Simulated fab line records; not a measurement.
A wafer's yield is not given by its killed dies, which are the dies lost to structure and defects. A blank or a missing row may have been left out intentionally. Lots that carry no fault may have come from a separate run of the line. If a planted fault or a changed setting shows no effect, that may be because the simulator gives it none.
Chamber matching	flow sfq-line	4 sister chambers for SFQ_TRILAYER_I6_CMP_CMP_166 on cmp-02
The step polishes SiO2. 18 wafers are shown with their chamber, then 9 later ones without.

WAFERS, EACH WITH ITS CHAMBER
wafer	chamber	motor-current-A (A)	time-to-endpoint-s (s)
L118.2	0	10.8	216
L118.4	3	10.2	215
L118.3	2	9.3	211
L120.2	1	9.8	220
L120.3	0	9.7	218
L120.4	2	9.9	229
L121.3	2	9.5	220
L121.2	1	9.6	205
L121.4	0	10.7	227
L123.3	0	10.4	214
L123.5	2	9.4	230
L123.6	1	10.3	214
L124.3	0	10.6	227
L124.5	2	10.0	227
L124.6	1	9.6	225
L126.3	0	10.7	212
L126.4	3	9.2	220
L126.5	3	9.4	219

SIGNATURES (means of the wafers above)
reading	chamber 0	chamber 1	chamber 2	chamber 3	scatter within a chamber
motor-current-A	10.483	9.825	9.620	9.600	0.388
time-to-endpoint-s	219.00	216.00	223.40	218.00	7.08
Rule: a wafer lies at a distance from a chamber equal to the root of the sum of squares, over the readings, of (its reading less the chamber's mean, divided by the reading's scatter). The wafer belongs to the nearest chamber; if the next one is less than 2 further off, it can't be placed. The scatter is the square root of a quotient: the sum, over the shown wafers, of each reading's squared deviation from its chamber's mean, divided by wafers minus chambers.

WAFERS MISSING THEIR CHAMBER
wafer	motor-current-A (A)	time-to-endpoint-s (s)
L131.2	10.1	221
L131.3	9.5	209
L131.4	9.3	226
L133.2	9.6	207
L133.5	10.7	210
L133.6	10.0	211
L137.2	9.2	211
L137.4	10.2	216
L137.6	9.9	212

EACH ONE'S CHAMBER
wafer	from the rows above	in truth
L131.2	can't be placed: 1 or 0 or 2 or 3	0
L131.3	can't be placed: 1 or 3 or 2 or 0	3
L131.4	can't be placed: 2 or 3 or 1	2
L133.2	can't be placed: 1 or 3 or 2 or 0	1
L133.5	can't be placed: 0 or 1 or 3 or 2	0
L133.6	can't be placed: 1 or 3 or 0 or 2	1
L137.2	can't be placed: 3 or 1 or 2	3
L137.4	can't be placed: 0 or 1 or 3 or 2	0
L137.6	can't be placed: 1 or 3 or 2 or 0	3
Correct placement for 0 of the 9. Cannot be placed on the basis of these rows: 9; the candidates contain the true chamber in 9. Number placed wrongly: 0.
